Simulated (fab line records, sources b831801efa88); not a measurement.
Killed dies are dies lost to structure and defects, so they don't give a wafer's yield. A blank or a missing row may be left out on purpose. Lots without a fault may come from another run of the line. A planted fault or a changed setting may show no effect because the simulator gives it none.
Problem report in the 8D (eight disciplines) form, filled by code | flow sky130 | the parts of the form that need people (team, actions taken, sign-off) are left out

1. THE PROBLEM
LDD_HVN_TW at SKY_LDD_HVN_TW_MEAS_10 reads a mean of 1356 on 2 wafers of 2 lots; wafers without a fault read 1435 with a standard deviation of 11. That is -7.1 standard deviations from the usual mean.
First seen on wafer L185.3, day 25 03:06, on film_metro-02. The record holds 42 wafers of 14 lots with a number at this step. Rule for "out", or "out of limits": more than 4 standard deviations from the usual mean. The other wafers with a number count as sound.

2. WHAT IT IS AND WHAT IT IS NOT
question                    | is                | is not
which readings at this step | LDD_HVN_TW        | -
which lots                  | L185, L186        | L173, L174, L175, L176, L177, L178, L188, L189, L192, L194, L195, L196
which wafers of those lots  | L185.3, L186.2    | L185.1, L185.6, L186.1, L186.5
read on which gauges        | film_metro-02     | film_metro-01, film_metro-03
when                        | from day 25 03:06 | up to then (20 sound wafers); but 20 sound wafers of L186, L188, L189, L192, L194, L195, L196 came after

3. SUSPECTS, AND WHAT RULES EACH OUT
Counting: a tool at a process step up to the reading stays a suspect if it ran every lot that is out. Sound lots after the first of them don't rule it out here, since some wafers of a struck lot are sound.
- the gauge at SKY_LDD_HVN_TW_MEAS_10: kept. All the wafers that are out were read on film_metro-02, and no step on other tools shows them out.
- implanter-01 at SKY_LDD_HVN_IMPLANT_08: kept. It ran every lot that is out, first L185 (day 25 02:51); its last sound lot up to then is L176 (day 21 16:40).
Left after counting: implanter-01 at SKY_LDD_HVN_IMPLANT_08, film_metro-02 at SKY_LDD_HVN_TW_MEAS_10.

4. THE CAUSE (what the simulator had put in)
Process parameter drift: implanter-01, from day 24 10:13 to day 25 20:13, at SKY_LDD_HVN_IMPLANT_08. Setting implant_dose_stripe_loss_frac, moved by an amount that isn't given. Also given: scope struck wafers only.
Counting left 2 suspects, and this tool is among them.

5. THE CHAIN OF EFFECTS, in route order
Each row: a reading whose mean over the struck wafers that have a number lies more than 3 standard deviations from the usual. Only readings for which the record gives a usual standard deviation are gone through. hours: the time from each lot's start at the first step in this table that gives one to its start at this step, as a median over the lots. sigmas: the change in usual standard deviations.
hours | step                   | reading    | usual | on struck wafers | change | sigmas
0     | SKY_LDD_HVN_TW_MEAS_10 | LDD_HVN_TW | 1435  | 1356             | -78    | -7.1

6. WHAT WOULD HAVE CAUGHT IT SOONER
In this record the first reading out of limits at a measuring or inspecting step was taken at day 25 03:06, 17 hours after the fault began at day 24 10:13.
Of the lots that are out (2), L186 began SKY_LDD_HVN_IMPLANT_08 on implanter-01 after day 25 03:06. A hold on the tool at that time would have spared it.
